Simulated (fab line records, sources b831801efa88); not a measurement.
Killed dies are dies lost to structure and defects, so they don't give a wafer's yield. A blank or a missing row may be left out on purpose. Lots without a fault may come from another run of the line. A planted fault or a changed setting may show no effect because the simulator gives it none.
One fault seen from 2 desks | flow sky130 | each desk has only its own numbers; what lay behind them comes last

THE TOOL OWNER'S DESK: wet_bench-01
The tool's own readings at SKY_SONOS_ONO_WET_ETCH_18 (etches Si3N4 in H3PO4, target depth 15 nm, time 172 s): means of the sampled wafers that have a number, for each lot that ran on this tool. A lot is out of limits, marked OUT, if its mean lies more than 4 standard deviations from the usual mean; the brackets give that distance.
Columns: A = run_length_s at SKY_SONOS_ONO_WET_ETCH_18, usual 200 s
lot  | first seen here | A
L349 | day 13 19:09    | 196
L354 | day 15 09:42    | 198
L357 | day 16 14:57    | 198
L358 | day 17 01:51    | 198
L359 | day 17 19:16    | 224 (+6.2) OUT
This desk's finding: out of limits on L359; first on L359, day 17 19:16 (run_length_s at SKY_SONOS_ONO_WET_ETCH_18). In limits: L349, L354, L357, L358.

THE METROLOGY DESK
What the gauges read, lot by lot, whatever tool the lot ran on: means of the sampled wafers that have a number. A lot is out of limits, marked OUT, if its mean lies more than 4 standard deviations from the usual mean; the brackets give that distance.
Columns: A = SD_N_TW at SKY_SD_N_TW_MEAS_12, usual 3971
lot  | first seen here | A
L346 | day 27 22:47    | 3942
L347 | day 28 09:37    | 3984
L349 | day 29 03:26    | 3930
L353 | day 30 08:12    | 3924
L354 | day 31 16:29    | 3987
L356 | day 31 17:35    | 3975
L357 | day 31 22:16    | 4002
L358 | day 32 06:40    | 4024
L359 | day 33 01:23    | 3979
L360 | day 33 02:46    | 3939
L368 | day 35 09:33    | 4013
L369 | day 35 11:04    | 3961
This desk's finding: nothing out of limits on any of the 12 lots.

PUT TOGETHER
The tool owner's desk could have raised an alarm at day 17 19:16, on L359.
The metrology desk saw nothing out of limits.
The metrology desk has L359 on record, within its limits.
Of the lots named, all ran SKY_SONOS_ONO_WET_ETCH_18 on wet_bench-01.

WHAT THE SIMULATOR HAD PUT IN
Process parameter drift: wet_bench-01, from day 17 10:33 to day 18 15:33, at SKY_SONOS_ONO_WET_ETCH_18. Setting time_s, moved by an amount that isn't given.
Lots struck among those shown: L359.
Hours from the fault's start to each desk's first reading out of limits: the tool owner's desk, 9.
